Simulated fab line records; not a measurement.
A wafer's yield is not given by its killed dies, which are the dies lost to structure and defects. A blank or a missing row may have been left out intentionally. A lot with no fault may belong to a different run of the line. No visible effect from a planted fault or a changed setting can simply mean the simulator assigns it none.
Comparing a struck lot with a sound one / flow sfq line / 14 out of 325 route steps
Sound: these wafers, L960.4, L960.5, L960.6. Struck: wafer L979.4. (L979.1, L979.2 of the same lot were not struck and are left out.) The cause comes at the end.
For every step that has rows: the tool of each side, followed by ch and its chambers, followed by its first start. Under that, the readings that differ: sound wafers / struck wafers / difference of the means / sigmas: that difference in standard deviations of wafers without a fault.
alike: a reading whose means differ by less than 2 such deviations, as well as words and numbers matching on both sides. not compared: withheld readings; readings where some wafer has no value; bounds like >300 that might hide an equal value; numbers whose values overlap and for which the record gives no deviation.
A row with sigmas, a row that says differs or no value, or rows on one side alone: a step with any of these is where the two part. When numbers do not overlap yet have no deviation, they are printed without sigmas and do not part them. A reading that every wafer of one side lacks parts them only if that side has two wafers or more.

first, 6 steps without rows for these wafers: SFQ_TRILAYER_M4_LITHO_COAT_098 (resist thk 62 nm); SFQ_TRILAYER_M4_LITHO_COAT_093 (resist thk 600 nm); SFQ_TRILAYER_M4_LITHO_SOFTBAKE_097; SFQ_TRILAYER_M4_LITHO_EXPOSE_094 (exposes mask M4, target cd 500 nm); SFQ_TRILAYER_M4_LITHO_PEB_096 (peb time 60 s); SFQ_TRILAYER_M4_LITHO_DEVELOP_095 (time 60 s).
SFQ_M4_OVL_MEAS_926:
  sound: overlay-01 at day 54 15:01; struck: overlay-02 at day 62 06:04
reading=M4_OVL (nm); sound=-10 -15 -13; struck=-2; difference=+11; sigmas=+2
SFQ_TRILAYER_M4_BARC_OPEN_METAL_ETCH_123: etches BARC in O2, target depth 125 nm, time 41.7 s.
  sound on rie metal-01 ch 0,1, day 54 15:03; struck on rie metal-04 ch 0, day 62 06:06
reading=drypump motor current A (A); sound=5.83 5.78 5.72; struck=5.17; difference=-0.61; sigmas=-3
  alike: he backside leak sccm, oes product au
  not compared: rf hours counter h
SFQ_TRILAYER_M4_ETCH_METAL_ETCH_096: etches Nb in Cl2/Ar, stops on SiO2, target depth 240 nm, time 120 s.
  sound on rie metal-01 ch 0,1, day 54 15:08; struck on rie metal-04 ch 0, day 62 06:10
reading=drypump motor current A (A); sound=5.80 5.80 5.74; struck=5.16; difference=-0.62; sigmas=-3
  alike: he backside leak sccm, oes product au
  not compared: rf hours counter h
SFQ_TRILAYER_M4_STRIP_STRIP_097: strips in O2.
  sound on rie metal-01 ch 0,1, day 54 15:25; struck on rie metal-04 ch 0, day 62 06:17
reading=drypump motor current A (A); sound=5.83 5.81 5.70; struck=5.18; difference=-0.60; sigmas=-3
  alike: he backside leak sccm, oes product au
  not compared: rf hours counter h
then, 1 step without rows for these wafers: SFQ_TRILAYER_M4_STRIP_SOLV_CLEAN_098 (cleans in NMP, time 600 s).
SFQ_TRILAYER_I4_DEP_PECVD_099: deposits SiO2 from SiH4/N2O, time 111.11 s, target thk 500 nm.
  sound on pecvd-03 ch 0,1,2, day 54 16:03; struck on pecvd-01 ch 1, day 62 07:04
  alike: chamber pressure Torr, heater power w, throttle valve pct
  not compared: since wet clean h
SFQ_TRILAYER_I4_CMP_CMP_100: polishes SiO2.
  sound on cmp-01 ch 0,1,3, day 55 21:57; struck on cmp-02 ch 2, day 62 10:45
reading=time to endpoint s (s); sound=210 220 220; struck=119; difference=-98; sigmas=-15
  alike: head pressure psi, motor current A, slurry filter dp kPa, slurry flow ml min
SFQ_I4_BOW_MEAS_927:
  sound: film metro-01 at day 56 00:01; struck: film metro-03 at day 62 13:45
  alike: I4_BOW

== WHERE THEY PART ==
First at SFQ_M4_OVL_MEAS_926; last, within this record, at SFQ_TRILAYER_I4_CMP_CMP_100. Later steps at which nothing parts them and some readings are alike: SFQ_I4_BOW_MEAS_927.

WHY: the cause the simulator had injected
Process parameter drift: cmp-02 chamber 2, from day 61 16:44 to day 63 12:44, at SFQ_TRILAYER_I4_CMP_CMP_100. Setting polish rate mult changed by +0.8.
